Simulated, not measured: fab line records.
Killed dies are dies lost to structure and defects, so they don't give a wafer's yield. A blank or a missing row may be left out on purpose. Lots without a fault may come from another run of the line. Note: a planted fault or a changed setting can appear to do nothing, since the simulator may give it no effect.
A lot that was struck, set against a sound lot / flow gf180mcu / 15 steps out of a route of 602
Sound: the wafers L771.2, L771.3, L771.5. Struck: wafer L762.2 (left out: L762.6, a lot-mate that was not struck); the cause follows at the end.
At each step with rows: each side's tool, then ch and its chambers, then its first start. Under that, the readings that differ: sound wafers / struck wafers / difference of the means / sigmas: that difference in standard deviations of wafers without a fault.
alike: a reading whose means differ by less than 2 such deviations, as well as words and numbers matching on both sides. not compared: withheld readings; readings where some wafer has no value; bounds like >300 that might hide an equal value; numbers whose values overlap and for which the record gives no deviation.
The two part at a step that has a row with sigmas, a row that says differs or no value, or rows on one side only. Numbers that have no deviation but don't overlap get no sigmas and don't part them. Lack of a reading on every wafer of one side parts them only where that side has two or more wafers.

first, 6 steps without rows for these wafers: GF_TOP_METAL_HMDS_08 (prime time 60 s); GF_TOP_METAL_COAT_09 (resist thk 1500 nm); GF_TOP_METAL_SOFTBAKE_10 (time 60 s); GF_TOP_METAL_EXPOSE_11 (exposes mask MetalTop, target cd 440 nm); GF_TOP_METAL_PEB_12; GF_TOP_METAL_DEVELOP_13 (develop time 60 s).
GF_TOP_METAL_CD_MEAS_14: target cd 440 nm.
  struck on cdSem-01, day 31 08:33; sound on cdSem-01, day 33 12:57
  alike: cdNm
GF_TOP_METAL_OVL_MEAS_15:
  struck on overlay-02, day 31 08:40; sound on overlay-01, day 33 13:04
  alike: TOP_METAL_OVL
GF_TOP_METAL_METAL_ETCH_16: etches the open film in Cl2/BCl3, stops on SiO2, target depth 1197 nm, time 199.5 s.
  sound on rieMetal-04 ch 0,1, day 33 13:05; struck on rieMetal-02 ch 0, day 31 08:41
reading=throttleValvePct (%); sound=28.233 28.229 28.234; struck=28.206; difference=-0.026; sigmas=-3
  alike: drypumpMotorCurrentA, oesProductAu
  not compared: rfHoursCounterH
GF_TOP_METAL_STRIP_17: strips in O2/N2.
  sound on plasmaAsher-01 ch 1, day 33 13:17; struck on plasmaAsher-02 ch 1, day 31 08:53
  alike: drypumpMotorCurrentA, heaterPowerW, oesProductAu, stripTimeToEndpointS
  not compared: rfHoursCounterH
then, 2 steps without rows for these wafers: GF_TOP_METAL_STRIP_18 (strips in post etch residue remover, time 1200 s); GF_TOP_METAL_CLEAN_19 (cleans in DIW).
GF_PASSIVATION_CVD_00: deposits SiO2 from TEOS, target thk 1000 nm, time 111.95 s.
  sound on pecvd-04 ch 0,1, day 33 13:57; struck on pecvd-02 ch 0, day 31 09:25
reading=model.SiO2_of_PASSIVATION_CVD_00.thkNm (nm); sound=985.2 984.4 1007; struck=1314; difference=+322; sigmas=
  alike: heaterPowerOuterW, heaterPowerW
GF_PASSIVATION_THK_MEAS_01:
  struck on filmMetro-01, day 31 09:44; sound on filmMetro-01, day 33 14:02
reading=PASSIVATION_CVD_00_THK (nm); sound=985 985 1007; struck=1314; difference=+322; sigmas=+25
  not compared: hold
GF_PASSIVATION_CVD_02: deposits Si3N4, target thk 700 nm, time 486.18 s.
  sound on pecvd-02 ch 0,1,2, day 33 14:05; struck on pecvd-04 ch 1, day 31 12:26
reading=hold; sound=- - -; struck=awaitDispo/2.3h/release; difference=no value on the sound wafers; sigmas=
  alike: heaterPowerOuterW, heaterPowerW

== WHERE THEY PART ==
Earliest at GF_TOP_METAL_METAL_ETCH_16; latest, in this record, at GF_PASSIVATION_CVD_02.

WHY: what had been put in by the simulator
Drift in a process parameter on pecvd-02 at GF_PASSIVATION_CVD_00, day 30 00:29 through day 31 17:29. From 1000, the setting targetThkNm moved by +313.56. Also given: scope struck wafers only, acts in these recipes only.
